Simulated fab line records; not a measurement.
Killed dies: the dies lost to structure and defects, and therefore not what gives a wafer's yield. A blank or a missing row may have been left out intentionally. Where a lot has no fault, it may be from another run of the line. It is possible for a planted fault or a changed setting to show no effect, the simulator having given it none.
fab line records	flow sky130
record: lots: 12	wafers: 36	last_day: 50
route steps=708 shown VT_ADJUST_PCH@153 SONOS_TUNNEL@156 SONOS_ONO@169 PAD_OPEN@708
lots untouched by any fault: they come from a run of this same line in which no faults occurred
start_h: start of the lot's first displayed wafer, in hours after the record's first day	wait_h: hours elapsed since this lot's preceding step	" identical to the entry in the row above	L1.1+2: one row covering several wafers at once	- value missing, or start not given	* or withheld: withheld	< > ~ a bound
route shown NAME@n: a module of which the file shows steps, and the number in the route of the first	usual: average and standard deviation across the fault-free wafers	same: alike in all rows	chamber/n: place in a boat	sites: each site's reading	_std_site: the values' standard deviation	_edge_site: mean of outer sites minus mean of inner sites	radius_mm: for every site, how far away it sits from the centre of the wafer	mask NAME#n: copy n	behind: tool/chamber where the wafer was last shaped	hold: what put the lot on hold/how long, in hours/how the hold closed	device: whichever transistor did not switch (one of n, p or np)	end of line: the route-end tests of the same wafers	a step given without rows: its recipe and nothing more	killed: at the first sort, the dies lost to defects and structure; wafer yield is something else	map: dies across one wafer; x = killed, . = not, _ = none there
set.NAME: the run value of the setting; set.NAME@STEP: its run value at that earlier step	model.NAME: the simulator's own value behind a step, which no gauge read
a sample of lots followed through the steps of the route, with each step as a table and each wafer as a row
services: when a tool's chamber went out of use (start_h, in hours from the record's first day, below 0 if earlier), for how many hours, and the reason
== steps ==
step: SKY_VT_ADJUST_PCH_TW_MEAS_10
usual: VT_ADJUST_PCH_TW: 142.2/1.5
lot.wafer	tool	chamber	start_h	wait_h	VT_ADJUST_PCH_TW
L833.1	film_metro-02	-	222.56	0.1	140.6
L833.2	"	-	"	"	140.8
L833.3	"	-	"	"	140.1
L834.1	film_metro-04	-	229.81	0.1	143.4
L834.2	"	-	"	"	143.9
L834.6	"	-	"	"	144.0
L837.1	film_metro-04	-	259.51	0.1	143.6
L837.3	"	-	"	"	143.3
L837.6	"	-	"	"	143.6
L840.2	film_metro-04	-	278.42	0.1	142.3
L840.3	"	-	"	"	142.4
L840.5	"	-	"	"	141.8
L841.4	film_metro-02	-	281.41	0.1	139.9
L841.5	"	-	"	"	140.6
L841.6	"	-	"	"	140.7
L842.2	film_metro-03	-	290.59	0.1	143.4
L842.3	"	-	"	"	143.5
L842.5	"	-	"	"	143.8
L845.2	film_metro-02	-	321.92	0.1	140.5
L845.3	"	-	"	"	140.2
L845.4	"	-	"	"	140.7
L847.1	film_metro-03	-	331.06	0.1	144.5
L847.4	"	-	"	"	144.9
L847.6	"	-	"	"	143.7
L848.1	film_metro-03	-	333.73	0.1	143.9
L848.3	"	-	"	"	143.5
L848.4	"	-	"	"	144.2
L853.1	film_metro-04	-	375.71	0.1	143.4
L853.3	"	-	"	"	143.2
L853.6	"	-	"	"	142.7
L855.1	film_metro-02	-	390.51	0.1	140.8
L855.4	"	-	"	"	140.8
L855.6	"	-	"	"	140.6
L856.1	film_metro-02	-	402.03	0.1	141.0
L856.3	"	-	"	"	141.0
L856.6	"	-	"	"	140.1
step: SKY_SONOS_TUNNEL_COAT_02
recipe: resist: NOVOLAK	spin_rpm: 3000	resist_thk_nm: 1140
usual: chill_plate_temp_C: 23.04/0.1	dispense_pressure_kPa: 56/3.4
lot.wafer	tool	chamber	start_h	wait_h	chill_plate_temp_C	dispense_pressure_kPa
L833.1	litho_track-02	0	234.01	0.1	22.80	51
L833.2	"	0	"	"	22.91	51
L833.3	"	0	"	"	22.99	51
L834.1	litho_track-03	0	240.54	0.1	23.02	59
L834.2	"	0	"	"	23.16	59
L834.6	"	0	"	"	23.17	59
L837.1	litho_track-02	0	270.06	0.1	22.91	51
L837.3	"	0	"	"	23.06	51
L837.6	"	0	"	"	22.94	51
L840.2	litho_track-04	0	290.25	0.1	22.96	58
L840.3	"	0	"	"	23.02	58
L840.5	"	0	"	"	23.02	58
L841.4	litho_track-04	0	293.50	0.1	22.86	58
L841.5	"	0	"	"	23.02	58
L841.6	"	0	"	"	22.87	58
L842.2	litho_track-02	0	302.78	0.1	23.04	51
L842.3	"	0	"	"	23.01	51
L842.5	"	0	"	"	23.10	51
L845.2	litho_track-04	0	335.10	0.1	22.90	58
L845.3	"	0	"	"	22.91	58
L845.4	"	0	"	"	22.94	58
L847.1	litho_track-04	-	344.03	0.1	-	-
L847.4	"	-	"	"	-	-
L847.6	"	-	"	"	-	-
L848.1	litho_track-02	-	346.91	0.1	-	-
L848.3	"	-	"	"	-	-
L848.4	"	-	"	"	-	-
L853.1	litho_track-03	0	389.74	0.1	23.15	59
L853.3	"	0	"	"	23.05	59
L853.6	"	0	"	"	23.05	59
L855.1	litho_track-02	0	404.51	0.1	23.26	51
L855.4	"	0	"	"	23.26	51
L855.6	"	0	"	"	23.14	51
L856.1	litho_track-04	0	416.88	0.1	23.16	58
L856.3	"	0	"	"	23.16	58
L856.6	"	0	"	"	23.17	58
step: SKY_SONOS_TUNNEL_CD_MEAS_07
recipe: target_cd_nm: 410
usual: cd_nm: 410.5/2.2
lot.wafer	tool	chamber	start_h	wait_h	cd_nm
L833.1	cd_sem-01	-	245.33	0.1	409.2
L833.2	"	-	"	"	409.5
L833.3	"	-	"	"	408.9
L834.1	cd_sem-02	-	251.89	0.1	412.2
L834.2	"	-	"	"	414.3
L834.6	"	-	"	"	413.7
L837.1	cd_sem-02	-	281.56	0.1	409.7
L837.3	"	-	"	"	408.1
L837.6	"	-	"	"	407.1
L840.2	cd_sem-02	-	302.81	0.1	412.6
L840.3	"	-	"	"	411.7
L840.5	"	-	"	"	410.1
L841.4	cd_sem-02	-	305.62	0.1	409.7
L841.5	"	-	"	"	409.5
L841.6	"	-	"	"	411.1
L842.2	cd_sem-01	-	315.48	0.1	411.2
L842.3	"	-	"	"	409.8
L842.5	"	-	"	"	409.1
L845.2	cd_sem-02	-	349.41	0.1	406.9
L845.3	"	-	"	"	405.7
L845.4	"	-	"	"	407.8
L847.1	cd_sem-01	-	358.14	0.1	-
L847.4	"	-	"	"	-
L847.6	"	-	"	"	-
L848.1	cd_sem-02	-	361.08	0.1	-
L848.3	"	-	"	"	-
L848.4	"	-	"	"	-
L853.1	cd_sem-02	-	404.44	0.1	411.4
L853.3	"	-	"	"	410.3
L853.6	"	-	"	"	411.2
L855.1	cd_sem-02	-	419.44	0.1	411.9
L855.4	"	-	"	"	411.4
L855.6	"	-	"	"	411.8
L856.1	cd_sem-01	-	432.29	0.1	410.9
L856.3	"	-	"	"	410.1
L856.6	"	-	"	"	412.1
step: SKY_SONOS_ONO_THK_MEAS_01
recipe: reads: SiO2_of_SONOS_ONO_OXIDATION_00
usual: SONOS_ONO_OXIDATION_THK: 2.63/0.048
lot.wafer	tool	chamber	start_h	wait_h	SONOS_ONO_OXIDATION_THK[nm]
L833.1	film_metro-03	-	252.38	0.0	2.65
L833.2	"	-	"	"	2.60
L833.3	"	-	"	"	2.67
L834.1	film_metro-01	-	262.11	0.0	2.64
L834.2	"	-	"	"	2.63
L834.6	"	-	"	"	2.67
L837.1	film_metro-02	-	288.49	0.0	2.63
L837.3	"	-	"	"	2.68
L837.6	"	-	"	"	2.67
L840.2	film_metro-02	-	306.16	0.0	2.64
L840.3	"	-	"	"	2.58
L840.5	"	-	"	"	2.56
L841.4	film_metro-01	-	309.04	0.0	2.56
L841.5	"	-	"	"	2.56
L841.6	"	-	"	"	2.57
L842.2	film_metro-03	-	317.47	0.0	2.63
L842.3	"	-	"	"	2.61
L842.5	"	-	"	"	2.72
L845.2	film_metro-01	-	352.60	0.0	2.55
L845.3	"	-	"	"	2.63
L845.4	"	-	"	"	2.60
L853.1	film_metro-03	-	406.78	0.0	2.56
L853.3	"	-	"	"	2.59
L853.6	"	-	"	"	2.56
L855.1	film_metro-01	-	421.93	0.0	2.65
L855.4	"	-	"	"	2.60
L855.6	"	-	"	"	2.67
L856.1	film_metro-03	-	434.94	0.0	2.63
L856.3	"	-	"	"	2.66
L856.6	"	-	"	"	2.67
step: SKY_SONOS_ONO_ETCH_15
recipe: target_depth_nm: 19.52	chemistry: CHF3/O2	source_w: 600	bias_w: 200	pressure_mtorr: 40	chf3_flow_sccm: 50	O2_flow_sccm: 5	time_s: 7.8
usual: drypump_motor_current_A: 5.5/0.45	oes_product_au: 1.000/0.011	throttle_valve_pct: 8.824/0.01
lot.wafer	tool	chamber	start_h	wait_h	drypump_motor_current_A	oes_product_au	rf_hours_counter_h	throttle_valve_pct
L833.1	rie_diel-01	1	278.93	0.0	5.6	1.001	26	8.825
L833.2	"	0	"	"	5.1	0.977	124	8.809
L833.3	"	3	"	"	5.2	0.979	73	8.816
L834.1	rie_diel-04	0	287.80	0.0	5.9	1.009	120	8.848
L834.2	"	3	"	"	5.8	1.003	19	8.817
L834.6	"	2	"	"	5.4	0.999	-	8.814
L837.1	rie_diel-01	2	317.95	0.0	5.9	1.005	25	8.825
L837.3	"	1	"	"	5.6	1.005	27	8.817
L837.6	"	1	"	"	5.6	1.011	-	8.828
L840.2	rie_diel-03	1	335.78	0.0	6.2	1.014	4	8.842
L840.3	"	0	"	"	5.2	0.995	52	8.829
L840.5	"	2	"	"	4.8	0.991	-	8.819
L841.4	rie_diel-01	1	339.73	0.0	5.6	1.001	27	8.828
L841.5	"	3	"	"	5.2	0.984	-	8.819
L841.6	"	0	"	"	5.1	0.979	-	8.807
L842.2	rie_diel-04	3	350.21	0.0	5.8	0.979	21	8.819
L842.3	"	1	"	"	6.3	1.002	110	8.821
L842.5	"	1	"	"	6.3	1.003	-	8.831
L845.2	rie_diel-01	3	384.45	0.0	5.2	0.990	75	8.825
L845.3	"	2	"	"	5.9	1.000	26	8.843
L845.4	"	1	"	"	5.6	1.011	28	8.814
L853.1	rie_diel-01	2	439.44	0.0	5.9	1.002	27	8.842
L853.3	"	3	"	"	5.3	0.998	76	8.838
L853.6	"	2	"	"	5.9	1.003	-	8.807
L855.1	rie_diel-03	0	455.30	0.0	5.2	1.005	54	8.823
L855.4	"	1	"	"	6.2	1.006	7	8.830
L855.6	"	1	"	"	6.2	1.011	-	8.833
L856.1	rie_diel-01	0	467.61	0.0	5.1	0.978	2	8.825
L856.3	"	3	"	"	5.2	0.996	76	8.818
L856.6	"	3	"	"	5.2	0.993	-	8.839
step: SKY_PAD_OPEN_PROBE_99
usual: killed_at_M0_to_M3: 42/6.1	killed_at_M4_up: 3.1/1.7	killed_at_contacts: 24/5.5	killed_at_front_end: 16/4.1	killed_at_other: 0.3/0.57	killed_dies: 86/8.2	killed_on_rim: 17/3.7	killed_open: 47/6.8	killed_short: 38/5.8
same: gross_dies: 492	killed_at_back_side: 0
lot.wafer	tool	chamber	start_h	wait_h	killed_at_M0_to_M3	killed_at_M4_up	killed_at_contacts	killed_at_front_end	killed_at_other	killed_dies	killed_on_rim	killed_open	killed_short
L840.2	prober-01	-	1117.44	0.1	42	3	27	18	0	90	18	56	33
L840.3	prober-01	-	1117.49	0.2	39	3	26	13	0	81	18	43	37
L840.5	prober-01	-	1117.59	0.2	34	4	17	13	0	68	13	38	29
L841.4	prober-02	-	1121.81	0.2	42	3	24	6	1	76	19	47	29
L841.5	prober-02	-	1121.86	0.2	41	3	34	10	0	88	22	57	30
L841.6	prober-02	-	1121.91	0.2	38	3	21	25	1	88	13	50	38
L845.2	prober-02	-	1150.91	0.1	48	2	15	29	0	94	17	53	39
L845.3	prober-02	-	1150.96	0.2	30	3	33	15	0	81	16	44	36
L845.4	prober-02	-	1151.01	0.2	44	1	24	17	1	87	22	48	39
L847.1	prober-02	-	1156.23	0.1	43	3	17	429	0	492	96	46	35
L847.4	prober-02	-	1156.38	0.2	53	2	15	422	0	492	96	50	36
L847.6	prober-02	-	1156.48	0.2	51	3	17	421	0	492	96	41	46
L848.1	prober-01	-	1159.68	0.1	52	1	35	403	1	492	96	63	36
L848.3	prober-01	-	1159.78	0.2	49	3	22	416	2	492	96	49	39
L848.4	prober-01	-	1159.83	0.2	38	1	22	430	1	492	96	49	24
L855.1	prober-02	-	1192.64	0.1	47	3	25	9	1	85	14	49	36
L855.4	prober-02	-	1192.79	0.2	46	1	24	17	2	90	15	47	42
L855.6	prober-02	-	1192.89	0.2	32	5	29	17	0	83	16	43	40
killed by level:class
L840.2 VIA2:geometric_particle:open=13 CONTACT:geometric_particle:open=11 LI_CONTACT:geometric_particle:open=8 VIA3:geometric_particle:open=6 FIELD_ISO:geometric_particle:open=5 POLY_GATE:geometric_particle:open=5 POLY_GATE:geometric_particle:short=5 VIA1:geometric_particle:open=5
L840.3 CONTACT:geometric_particle:open=9 LI_CONTACT:geometric_particle:open=8 VIA1:geometric_particle:open=8 VIA2:geometric_particle:open=8 METAL2:geometric_particle:short=7 FIELD_ISO:geometric_particle:short=5 LOCAL_INTERCONNECT:geometric_particle:short=4 CONTACT:geometric_particle:short=4
L840.5 VIA3:geometric_particle:open=8 METAL1:geometric_particle:short=7 CONTACT:geometric_particle:open=7 LI_CONTACT:geometric_particle:open=6 METAL2:geometric_particle:short=5 POLY_GATE:geometric_particle:short=4 VIA1:geometric_particle:open=4 CONTACT:geometric_particle:short=3
L841.4 VIA1:geometric_particle:open=14 CONTACT:geometric_particle:open=8 VIA2:geometric_particle:open=7 LOCAL_INTERCONNECT:geometric_particle:short=6 CONTACT:geometric_particle:short=5 LI_CONTACT:geometric_particle:open=5 METAL2:geometric_particle:short=5 METAL1:geometric_particle:short=3
L841.5 CONTACT:geometric_particle:open=17 VIA1:geometric_particle:open=13 LI_CONTACT:geometric_particle:open=10 VIA1:geometric_particle:short=7 VIA3:geometric_particle:open=6 METAL1:geometric_particle:short=6 FIELD_ISO:geometric_particle:open=3 LI_CONTACT:geometric_particle:short=3
L841.6 POLY_GATE:geometric_particle:open=9 CONTACT:geometric_particle:open=9 VIA1:geometric_particle:open=8 FIELD_ISO:geometric_particle:open=6 VIA3:geometric_particle:short=6 LI_CONTACT:geometric_particle:open=6 VIA3:geometric_particle:open=5 VIA1:geometric_particle:short=5
L845.2 VIA2:geometric_particle:open=10 FIELD_ISO:geometric_particle:open=7 VIA3:geometric_particle:open=7 VIA1:geometric_particle:short=7 METAL2:geometric_particle:short=7 FIELD_ISO:geometric_particle:short=6 POLY_GATE:geometric_particle:open=5 CONTACT:geometric_particle:open=4
L845.3 CONTACT:geometric_particle:short=11 CONTACT:geometric_particle:open=11 VIA3:geometric_particle:open=9 FIELD_ISO:geometric_particle:open=6 LI_CONTACT:geometric_particle:open=6 VIA1:geometric_particle:open=6 METAL2:geometric_particle:short=5 VIA1:geometric_particle:short=4
L845.4 VIA1:geometric_particle:open=15 CONTACT:geometric_particle:open=11 VIA3:geometric_particle:open=7 FIELD_ISO:geometric_particle:short=5 POLY_GATE:geometric_particle:open=4 POLY_GATE:geometric_particle:short=4 LI_CONTACT:geometric_particle:open=4 LOCAL_INTERCONNECT:geometric_particle:short=4
L847.1 SONOS_TUNNEL:area_expose=411 VIA1:geometric_particle:open=9 FIELD_ISO:geometric_particle:open=8 LI_CONTACT:geometric_particle:open=6 VIA1:geometric_particle:short=5 METAL2:geometric_particle:short=5 CONTACT:geometric_particle:open=4 METAL3:geometric_particle:short=4
L847.4 SONOS_TUNNEL:area_expose=406 VIA1:geometric_particle:open=13 VIA2:geometric_particle:open=12 LI_CONTACT:geometric_particle:open=6 VIA1:geometric_particle:short=6 VIA3:geometric_particle:open=6 METAL2:geometric_particle:short=5 VIA2:geometric_particle:short=5
L847.6 SONOS_TUNNEL:area_expose=405 VIA1:geometric_particle:short=14 VIA1:geometric_particle:open=10 VIA2:geometric_particle:open=8 METAL1:geometric_particle:short=8 LI_CONTACT:geometric_particle:open=6 FIELD_ISO:geometric_particle:short=5 VIA3:geometric_particle:open=5
L848.1 SONOS_TUNNEL:area_expose=391 CONTACT:geometric_particle:open=21 VIA1:geometric_particle:open=12 METAL2:geometric_particle:short=12 LI_CONTACT:geometric_particle:open=8 METAL1:geometric_particle:short=8 VIA3:geometric_particle:open=7 VIA2:geometric_particle:open=5
L848.3 SONOS_TUNNEL:area_expose=402 METAL2:geometric_particle:short=12 VIA1:geometric_particle:open=8 LI_CONTACT:geometric_particle:open=7 CONTACT:geometric_particle:open=7 VIA2:geometric_particle:open=6 VIA3:geometric_particle:open=6 CONTACT:geometric_particle:short=4
L848.4 SONOS_TUNNEL:area_expose=418 VIA1:geometric_particle:open=13 CONTACT:geometric_particle:open=10 VIA3:geometric_particle:open=6 POLY_GATE:geometric_particle:short=4 LI_CONTACT:geometric_particle:open=4 CONTACT:geometric_particle:short=4 VIA2:geometric_particle:open=4
L855.1 VIA1:geometric_particle:open=15 CONTACT:geometric_particle:open=8 METAL1:geometric_particle:short=7 VIA2:geometric_particle:open=7 VIA3:geometric_particle:open=6 LOCAL_INTERCONNECT:geometric_particle:short=6 LI_CONTACT:geometric_particle:open=4 LI_CONTACT:geometric_particle:short=4
L855.4 VIA1:geometric_particle:open=15 LI_CONTACT:geometric_particle:open=7 METAL1:geometric_particle:short=6 METAL2:geometric_particle:short=6 LOCAL_INTERCONNECT:geometric_particle:short=5 CONTACT:geometric_particle:open=5 VIA1:geometric_particle:short=5 FIELD_ISO:geometric_particle:short=4
L855.6 VIA1:geometric_particle:open=11 CONTACT:geometric_particle:open=8 METAL1:geometric_particle:short=8 LI_CONTACT:geometric_particle:open=6 CONTACT:geometric_particle:short=5 LOCAL_INTERCONNECT:geometric_particle:short=5 FIELD_ISO:geometric_particle:open=4 FIELD_ISO:geometric_particle:short=4
== services ==
tool	chamber	start_h	hours	kind
rie_diel-03	3	215.55	1.3	repair
rie_diel-03	3	216.84	-	clean
rie_diel-03	3	216.84	19.3	scheduled_down
rie_diel-03	3	216.84	19.3	vent_cycle
rie_diel-04	-	232.87	1.0	repair
rie_diel-04	2	238.62	24.1	repair
rie_diel-01	2	248.44	3.0	repair
rie_diel-03	3	268.84	3.4	repair
rie_diel-03	-	282.99	2.4	repair
rie_diel-03	1	284.50	7.2	repair
rie_diel-01	0	305.37	-	clean
rie_diel-01	0	305.37	20.1	scheduled_down
rie_diel-01	0	305.37	20.1	vent_cycle
rie_diel-03	-	315.94	0.7	repair
rie_diel-03	3	335.71	2.4	repair
rie_diel-04	0	349.82	-	clean
rie_diel-03	3	357.25	6.5	repair
rie_diel-03	2	365.62	4.8	repair
rie_diel-04	2	366.45	4.3	repair
rie_diel-03	-	379.21	2.8	pm
rie_diel-04	-	393.92	0.2	repair
rie_diel-04	2	405.26	12.4	repair
rie_diel-04	0	413.68	4.3	repair
rie_diel-01	1	434.69	10.1	repair
== key ==
first_sign: step: SKY_SONOS_TUNNEL_COAT_02	reading: tool_record	direction: missing
effect: step: SKY_SONOS_TUNNEL_CD_MEAS_07	reading: cd_nm	direction: missing
effect: step: SKY_PAD_OPEN_PROBE_99	reading: killed_at_front_end	direction: up	sigmas: 98	usual: 16	struck: 420
more_kills_born_at: SKY_SONOS_TUNNEL_EXPOSE_04@iline_stepper-01: 1222	SKY_SONOS_TUNNEL_EXPOSE_04@iline_stepper-02: 1211
met_at SKY_SONOS_TUNNEL_COAT_02
struck_lots L847,L848
later_rows_left_out L847.1,L847.4,L847.6,L848.1,L848.3,L848.4
tester_left_out L847,L848
not_acting_at SKY_VT_ADJUST_PCH_TW_MEAS_10,SKY_SONOS_ONO_THK_MEAS_01,SKY_SONOS_ONO_ETCH_15
onset_between 335.10 344.03
fault: kind: skipped_step_whole	tool: litho_track-02,litho_track-04	chamber: -	onset_h: 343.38	steps: SKY_SONOS_TUNNEL_COAT_02	scope: struck_lots_only
tester_left_out: of these lots the tester's yield and bins aren't shown, on N5 and GAA mostly nor the transistor test; their killed dies are dies lost to structure and defects alone, not to doping, threshold or leakage, so they don't give the yield
later_rows_left_out: the simulator's readings of these wafers behind a module that went badly wrong aren't trusted and aren't shown, but for the sort
